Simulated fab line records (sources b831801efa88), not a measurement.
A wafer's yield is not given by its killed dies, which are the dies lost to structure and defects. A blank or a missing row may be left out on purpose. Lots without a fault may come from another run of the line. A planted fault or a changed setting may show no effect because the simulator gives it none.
fab line records	flow gf180mcu	part 2 of 2: steps 34 to 42 of 42
record lots=5	wafers=15	lastDay=34
route steps=602 shown HV_LDD@176
lots that met no fault: taken from a fault-free run of the same line
startH: hours from the record's opening day to when the first of the lot's shown wafers began	waitH: hours elapsed since this lot's preceding step	" same as the row above	L1.1+2: several wafers, shown together as one row	- value missing, or start not given	* or withheld: withheld	< > ~ a bound
route shown NAME@n: a module of which the file shows steps, and the number in the route of the first	usual: mean/standard deviation taken from wafers without a fault	same: alike in all rows	chamber/n: place in a boat	sites: the reading at each site	_std_site: how widely they spread, as a standard deviation	_edge_site: mean of outer sites minus mean of inner sites	radiusMm: for every site, how far away it sits from the centre of the wafer	mask NAME#n: copy n	behind: tool/chamber where the wafer was last shaped	hold: why the lot was held/for how many hours/how that ended	device: the transistor (n, p or np) that didn't switch	end of line: the same wafers' tests at the end of the route	a step without rows: its recipe alone	killed: the dies lost at the first sort to structure and to defects; this is not the yield of the wafer	map: a wafer's dies, marking killed ones x, the rest . and places with no die _
set.NAME: the setting the step ran with; set.NAME@STEP: the setting that earlier step ran with	model.NAME: the simulator's own value behind a step, which no gauge read
a table for each step, a row for each wafer; lots at some steps of the route
services: when a tool's chamber went out of use (startH, in hours from the record's first day, below 0 if earlier), for how many hours, and the reason
## steps
# step GF_HV_LDD_IMPLANT_33
# recipe species=P	energyKev=60	doseCm2=7.5e+12	tiltDeg=30	rotationDeg=0
# usual doseIonsCm2=7.502e+12/9e+09
lot.wafer	tool	chamber	startH	waitH	doseIonsCm2
L079.1	implanter-02	0	303.25	0.0	7.491e+12
L079.4	"	0	"	"	7.495e+12
L079.5	"	0	"	"	7.491e+12
L082.2	implanter-04	0	315.27	0.0	7.506e+12
L082.4	"	0	"	"	7.515e+12
L082.5	"	0	"	"	7.522e+12
L085.1	implanter-04	0	337.20	0.0	7.511e+12
L085.3	"	0	"	"	7.505e+12
L085.5	"	0	"	"	7.524e+12
L089.1	implanter-02	0	366.50	0.0	7.508e+12
L089.2	"	0	"	"	7.498e+12
L089.4	"	0	"	"	7.486e+12
L096.1	implanter-02	0	420.29	0.0	7.512e+12
L096.4	"	0	"	"	7.499e+12
L096.5	"	0	"	"	7.489e+12
# step GF_HV_LDD_IMPLANT_34
# recipe species=P	energyKev=60	doseCm2=7.5e+12	tiltDeg=30	rotationDeg=90
# usual doseIonsCm2=7.501e+12/8.5e+09
lot.wafer	tool	chamber	startH	waitH	doseIonsCm2
L079.1	implanter-02	0	303.40	0.1	7.499e+12
L079.4	"	0	"	"	7.5e+12
L079.5	"	0	"	"	7.499e+12
L082.2	implanter-04	0	315.42	0.1	7.501e+12
L082.4	"	0	"	"	7.504e+12
L082.5	"	0	"	"	7.499e+12
L085.1	implanter-04	0	337.35	0.1	7.496e+12
L085.3	"	0	"	"	7.499e+12
L085.5	"	0	"	"	7.504e+12
L089.1	implanter-02	0	366.65	0.1	7.502e+12
L089.2	"	0	"	"	7.505e+12
L089.4	"	0	"	"	7.504e+12
L096.1	implanter-02	0	420.44	0.1	7.504e+12
L096.4	"	0	"	"	7.508e+12
L096.5	"	0	"	"	7.5e+12
# step GF_HV_LDD_IMPLANT_35
# recipe species=P	energyKev=60	doseCm2=7.5e+12	tiltDeg=30	rotationDeg=180
# usual doseIonsCm2=7.5e+12/9e+09
lot.wafer	tool	chamber	startH	waitH	doseIonsCm2
L079.1	implanter-02	0	303.55	0.1	7.505e+12
L079.4	"	0	"	"	7.498e+12
L079.5	"	0	"	"	7.503e+12
L082.2	implanter-04	0	315.57	0.1	7.491e+12
L082.4	"	0	"	"	7.494e+12
L082.5	"	0	"	"	7.497e+12
L085.1	implanter-04	0	337.50	0.1	7.499e+12
L085.3	"	0	"	"	7.495e+12
L085.5	"	0	"	"	7.503e+12
L089.1	implanter-02	0	366.80	0.1	7.497e+12
L089.2	"	0	"	"	7.51e+12
L089.4	"	0	"	"	7.507e+12
L096.1	implanter-02	0	420.59	0.1	7.508e+12
L096.4	"	0	"	"	7.493e+12
L096.5	"	0	"	"	7.502e+12
# step GF_HV_LDD_IMPLANT_36
# recipe species=P	energyKev=60	doseCm2=7.5e+12	tiltDeg=30	rotationDeg=270
# usual doseIonsCm2=7.502e+12/9.7e+09
lot.wafer	tool	chamber	startH	waitH	doseIonsCm2
L079.1	implanter-02	0	303.70	0.1	7.489e+12
L079.4	"	0	"	"	7.498e+12
L079.5	"	0	"	"	7.493e+12
L082.2	implanter-04	0	315.72	0.1	7.526e+12
L082.4	"	0	"	"	7.523e+12
L082.5	"	0	"	"	7.524e+12
L085.1	implanter-04	0	337.65	0.1	7.496e+12
L085.3	"	0	"	"	7.511e+12
L085.5	"	0	"	"	7.498e+12
L089.1	implanter-02	0	366.95	0.1	7.503e+12
L089.2	"	0	"	"	7.499e+12
L089.4	"	0	"	"	7.511e+12
L096.1	implanter-02	0	420.74	0.1	7.511e+12
L096.4	"	0	"	"	7.493e+12
L096.5	"	0	"	"	7.497e+12
# step GF_HV_LDD_STRIP_37
# recipe chemistry=O2/N2	powerW=1400	pressureMtorr=1500	platenTempC=250	o2FlowSccm=3000	n2FlowSccm=300	overashFraction=0.5
# usual drypumpMotorCurrentA=5.58/0.27	heaterPowerW=321/30	o2FlowSccm=3000/9.5	oesProductAu=0.716/0.0045	platenTempC=250.00/0.18	stripTimeToEndpointS=12.63/0.038
lot.wafer	tool	chamber	startH	waitH	drypumpMotorCurrentA	heaterPowerW	o2FlowSccm	oesProductAu	platenTempC	rfHoursCounterH	stripTimeToEndpointS
L079.1	plasmaAsher-01	1	303.85	0.1	5.70	299	3000	0.717	249.91	20	12.70
L079.4	"	0	"	"	5.40	318	3004	0.717	250.32	-	12.66
L079.5	"	1	"	"	5.72	300	2995	0.708	249.47	-	12.67
L082.2	plasmaAsher-01	1	315.84	0.1	5.73	298	2999	0.706	249.87	21	12.63
L082.4	"	1	"	"	5.72	304	3022	0.723	250.19	-	12.63
L082.5	"	1	"	"	5.76	297	2993	0.718	250.42	-	12.63
L085.1	plasmaAsher-01	1	337.80	0.1	5.71	286	2982	0.718	249.86	24	12.63
L085.3	"	1	"	"	5.72	303	3000	0.717	249.65	-	12.63
L085.5	"	0	"	"	5.40	312	2999	0.717	249.90	-	12.64
L089.1	plasmaAsher-04	0	367.10	0.1	5.46	389	3006	0.716	249.79	58	12.69
L089.2	"	1	"	"	6.23	305	3001	0.722	250.28	58	12.69
L089.4	"	0	"	"	5.45	409	3009	0.711	250.01	-	12.67
L096.1	plasmaAsher-01	0	420.89	0.1	5.39	313	3013	0.715	250.17	34	12.59
L096.4	"	0	"	"	5.39	315	3015	0.716	250.13	-	12.61
L096.5	"	0	"	"	5.42	319	3004	0.716	250.08	-	12.61
# step GF_HV_LDD_TW_MEAS_38
# usual HV_LDD_3_TW=1443/12
lot.wafer	tool	chamber	startH	waitH	HV_LDD_3_TW
L079.1	filmMetro-01	-	303.95	0.1	1446
L079.4	"	-	"	"	1445
L079.5	"	-	"	"	1445
L082.2	filmMetro-03	-	315.95	0.1	1432
L082.4	"	-	"	"	1431
L082.5	"	-	"	"	1428
L085.1	filmMetro-02	-	337.90	0.1	1447
L085.3	"	-	"	"	1452
L085.5	"	-	"	"	1455
L089.1	filmMetro-03	-	367.20	0.1	1420
L089.2	"	-	"	"	1433
L089.4	"	-	"	"	1428
L096.1	filmMetro-01	-	420.99	0.1	1446
L096.4	"	-	"	"	1446
L096.5	"	-	"	"	1452
# step GF_HV_LDD_DEHYDRATE_39
# recipe tempC=200	timeS=60
lot.wafer	tool	chamber	startH	waitH
L079.1+4+5	lithoTrack-01	0	313.59	9.6
L082.2+4+5	lithoTrack-01	0	325.46	9.5
L085.1+3+5	lithoTrack-03	0	347.69	9.8
L089.1+2+4	lithoTrack-02	0	377.14	9.9
L096.1+4+5	lithoTrack-02	0	432.89	11.9
# step GF_HV_LDD_HMDS_40
# recipe primeTimeS=60	primeTempC=120
# usual primeTempC=119.97/0.14
lot.wafer	tool	chamber	startH	waitH	primeTempC
L079.1	lithoTrack-01	0	313.74	0.1	120.09
L079.4	"	0	"	"	120.05
L079.5	"	0	"	"	120.07
L082.2	lithoTrack-01	0	325.61	0.1	120.02
L082.4	"	0	"	"	120.12
L082.5	"	0	"	"	119.98
L085.1	lithoTrack-03	0	347.84	0.1	119.95
L085.3	"	0	"	"	119.84
L085.5	"	0	"	"	119.84
L089.1	lithoTrack-02	0	377.29	0.1	119.98
L089.2	"	0	"	"	119.80
L089.4	"	0	"	"	119.94
L096.1	lithoTrack-02	0	433.04	0.1	120.07
L096.4	"	0	"	"	119.95
L096.5	"	0	"	"	119.95
# step GF_HV_LDD_COAT_41
# recipe resist=NOVOLAK	spinRpm=3000	resistThkNm=1000
lot.wafer	tool	chamber	startH	waitH
L079.1+4+5	lithoTrack-01	0	313.89	0.1
L082.2+4+5	lithoTrack-01	0	325.76	0.1
L085.1+3+5	lithoTrack-03	0	347.99	0.1
L089.1+2+4	lithoTrack-02	0	377.44	0.1
L096.1+4+5	lithoTrack-02	0	433.19	0.1
## services
tool	chamber	startH	hours	kind
implanter-03	-	233.33	23.2	repair
implanter-04	-	234.28	6.0	repair
implanter-03	-	236.70	5.6	repair
implanter-04	-	264.55	2.7	repair
ilineStepper-02	-	271.71	1.1	repair
implanter-03	-	275.62	2.9	repair
ilineStepper-02	-	297.38	1.7	pm
implanter-03	-	302.29	4.4	pm
plasmaAsher-02	-	313.65	1.9	repair
plasmaAsher-02	-	322.50	3.6	repair
ilineStepper-01	-	330.33	1.7	pm
ilineStepper-01	-	336.87	-	calibration
implanter-04	-	349.83	2.7	repair
ilineStepper-01	0	364.95	-	calibration
implanter-02	-	369.34	0.9	repair
implanter-04	-	384.69	1.7	repair
ilineStepper-02	-	384.75	17.7	repair
plasmaAsher-02	-	421.25	9.0	pm
plasmaAsher-02	0	421.25	9.0	ventCycle
plasmaAsher-02	1	421.25	9.0	ventCycle
plasmaAsher-02	0	430.25	-	clean
plasmaAsher-02	1	430.25	-	clean
